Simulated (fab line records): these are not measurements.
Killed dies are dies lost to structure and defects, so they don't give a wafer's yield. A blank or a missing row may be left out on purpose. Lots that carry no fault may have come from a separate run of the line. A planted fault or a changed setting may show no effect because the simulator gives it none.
2 desks looking at one fault -- flow sky130 -- numbers are kept per desk, each desk with only its own; the story behind them comes last

## AT THE METROLOGY DESK
Means of the sampled wafers that have a number, per lot and without regard to the tool the lot ran on: this is what the gauges read. Any lot whose mean is over 4 standard deviations away from the usual mean is out of limits and marked OUT; that distance is given in the brackets.
Columns: A = CONTACT_CVD_00_THK at SKY_CONTACT_THK_MEAS_01, usual 74.6 nm; B = cd nm at SKY_CONTACT_CD_MEAS_14, usual 170.3 nm
lot,first seen here,A,B
L227,day 31 15:04,73.9,169.2
L229,day 32 02:59,74.3,167.8
L230,day 32 08:32,74.9,172.1
L233,day 33 01:16,73.3,169.0
L234,day 33 14:00,74.4,169.0
L235,day 33 17:26,74.2,172.4
L236,day 34 02:15,74.6,170.9
L237,day 34 10:28,74.7,171.0
L239,day 35 05:07,74.3,170.4
L247,day 37 05:41,75.3,170.9
L248,day 37 14:38,75.0,170.9
L249,day 37 22:09,74.7,168.9
Finding of this desk: none of the 12 lots has anything out of limits.

## FOR THE TOOL OWNER'S DESK: cmp-01
The tool's own readings at SKY_CONTACT_CMP_04 (polishes SiO2): means of the sampled wafers that have a number, for each lot that ran on this tool. Any lot whose mean is over 4 standard deviations away from the usual mean is out of limits and marked OUT; that distance is given in the brackets.
Columns: A = head pressure psi at SKY_CONTACT_CMP_04, usual 4.001 psi; B = motor current A at SKY_CONTACT_CMP_04, usual 12.0 A; C = slurry flow ml min at SKY_CONTACT_CMP_04, usual 149.9; D = time to endpoint s at SKY_CONTACT_CMP_04, usual 81 s
lot,first seen here,A,B,C,D
L230,day 32 08:43,4.002,12.1,149.9,83
L233,day 33 01:36,4.004,12.6,149.6,78
L234,day 33 14:16,3.999,13.3,150.0,81
L235,day 33 17:37,3.994,12.0,149.8,82
L237,day 34 10:43,4.005,12.6,149.8,87
L247,day 37 05:52,4.001,12.2,150.0,78
L248,day 37 14:51,3.997,12.7,150.4,77
L249,day 37 22:20,4.000,12.3,150.0,80
Finding of this desk: none of the 8 lots has anything out of limits.

## TAKEN TOGETHER
Nothing out of limits was seen by the metrology desk.
The desk of the tool owner found nothing out of limits.

## WHAT THE SIMULATOR PUT IN
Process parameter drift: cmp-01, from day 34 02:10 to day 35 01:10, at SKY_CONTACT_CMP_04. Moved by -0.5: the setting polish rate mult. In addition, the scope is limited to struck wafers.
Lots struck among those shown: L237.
